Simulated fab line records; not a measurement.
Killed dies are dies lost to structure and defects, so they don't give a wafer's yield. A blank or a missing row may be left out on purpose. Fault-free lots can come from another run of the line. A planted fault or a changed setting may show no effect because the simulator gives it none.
What tool caused it? || flow sky130 || 7 lots with 17 wafers sampled at 4 steps, on a route of 708 steps

## WHAT THE GAUGES SHOWED, per wafer
SKY_VIA1_THK_MEAS_01.
{"lot": "L390", "measured": "day 33 12:52", "on": "film-metro-03", "VIA1_HDPCVD_THK (nm)": "1006 1028 1013"}
{"lot": "L392", "measured": "day 34 12:03", "on": "film-metro-03", "VIA1_HDPCVD_THK (nm)": "1034 1027 1025"}
{"lot": "L396", "measured": "day 36 13:29", "on": "film-metro-03", "VIA1_HDPCVD_THK (nm)": "1036 1029 1024"}
{"lot": "L401", "measured": "day 37 13:35", "on": "film-metro-03", "VIA1_HDPCVD_THK (nm)": "1048 1050 1034"}
{"lot": "L406", "measured": "day 38 17:49", "on": "film-metro-03", "VIA1_HDPCVD_THK (nm)": 970}
{"lot": "L408", "measured": "day 38 22:50", "on": "film-metro-02", "VIA1_HDPCVD_THK (nm)": 959}
{"lot": "L412", "measured": "day 40 03:55", "on": "film-metro-03", "VIA1_HDPCVD_THK (nm)": "1025 1015 1025"}

## EACH LOT AND THE TOOL THAT RAN IT (in order: tool; ch and the chambers of the sampled wafers; start)
{"lot": "L390", "SKY_METAL1_DESCUM_17": "rie-metal-04 ch 0,1, day 33 11:56", "SKY_METAL1_METAL_ETCH_19": "rie-metal-04 ch 0,1, day 33 12:02", "SKY_VIA1_HDPCVD_00": "hdpcvd-02 ch 0,1, day 33 12:45"}
{"lot": "L392", "SKY_METAL1_DESCUM_17": "rie-metal-04 ch 1, day 34 10:59", "SKY_METAL1_METAL_ETCH_19": "rie-metal-04 ch 1, day 34 11:10", "SKY_VIA1_HDPCVD_00": "hdpcvd-01 ch 0,1, day 34 11:56"}
{"lot": "L396", "SKY_METAL1_DESCUM_17": "rie-metal-01 ch 0,1, day 36 12:32", "SKY_METAL1_METAL_ETCH_19": "rie-metal-01 ch 0,1, day 36 12:40", "SKY_VIA1_HDPCVD_00": "hdpcvd-02 ch 1,2, day 36 13:21"}
{"lot": "L401", "SKY_METAL1_DESCUM_17": "rie-metal-03 ch 0,1, day 37 12:41", "SKY_METAL1_METAL_ETCH_19": "rie-metal-03 ch 0,1, day 37 12:47", "SKY_VIA1_HDPCVD_00": "hdpcvd-02 ch 0,1, day 37 13:29"}
{"lot": "L406", "SKY_METAL1_DESCUM_17": "rie-metal-04 ch 1, day 38 16:49", "SKY_METAL1_METAL_ETCH_19": "rie-metal-04 ch 1, day 38 16:54", "SKY_VIA1_HDPCVD_00": "hdpcvd-01 ch 2, day 38 17:42"}
{"lot": "L408", "SKY_METAL1_DESCUM_17": "rie-metal-04 ch 1, day 38 21:50", "SKY_METAL1_METAL_ETCH_19": "rie-metal-04 ch 1, day 38 21:56", "SKY_VIA1_HDPCVD_00": "hdpcvd-01 ch 2, day 38 22:43"}
{"lot": "L412", "SKY_METAL1_DESCUM_17": "rie-metal-01 ch 0,1, day 40 02:59", "SKY_METAL1_METAL_ETCH_19": "rie-metal-01 ch 0,1, day 40 03:07", "SKY_VIA1_HDPCVD_00": "hdpcvd-02 ch 0,1,2, day 40 03:49"}
- SKY_METAL1_DESCUM_17: chemistry O2, time 8 s.
- SKY_METAL1_METAL_ETCH_19: etches the open film in Cl2/BCl3, stops on SiO2, target depth 360 nm, time 78 s.
- SKY_VIA1_HDPCVD_00: deposits SiO2, target thk 1030 nm, time 171.7 s.

## THE ANSWER, worked out from the rows above alone
Rule: what is usual is taken from the lots themselves. Put in order of their means at a reading, lots are off if they are a third of the lots or fewer, leave a main group of 4 or more, and stand apart from it by a gap of 3 or more times the standard deviation of the main group's means; of several such gaps the widest counts. The tables above print the reading to a certain number of digits; a main group whose means all agree to those digits is not used. Also off: a lot with no number at a reading for which 4 or more lots have one. The other lots that the step has rows for count as sound.
Off: L406, L408, seen at SKY_VIA1_THK_MEAS_01 (VIA1_HDPCVD_THK). Mean 1028 nm and standard deviation 9.5 in the main group.
A tool fits if, at a process step before that reading, it ran every lot that is off, and no sound lot after the first of them. Gauges at SKY_VIA1_THK_MEAS_01: tried the same way as those tools. Undecided on this evidence; 2 tools fit (rie-metal-04 at SKY_METAL1_DESCUM_17 and SKY_METAL1_METAL_ETCH_19, hdpcvd-01 at SKY_VIA1_HDPCVD_00).

## WHAT THE SIMULATOR HAD INSERTED
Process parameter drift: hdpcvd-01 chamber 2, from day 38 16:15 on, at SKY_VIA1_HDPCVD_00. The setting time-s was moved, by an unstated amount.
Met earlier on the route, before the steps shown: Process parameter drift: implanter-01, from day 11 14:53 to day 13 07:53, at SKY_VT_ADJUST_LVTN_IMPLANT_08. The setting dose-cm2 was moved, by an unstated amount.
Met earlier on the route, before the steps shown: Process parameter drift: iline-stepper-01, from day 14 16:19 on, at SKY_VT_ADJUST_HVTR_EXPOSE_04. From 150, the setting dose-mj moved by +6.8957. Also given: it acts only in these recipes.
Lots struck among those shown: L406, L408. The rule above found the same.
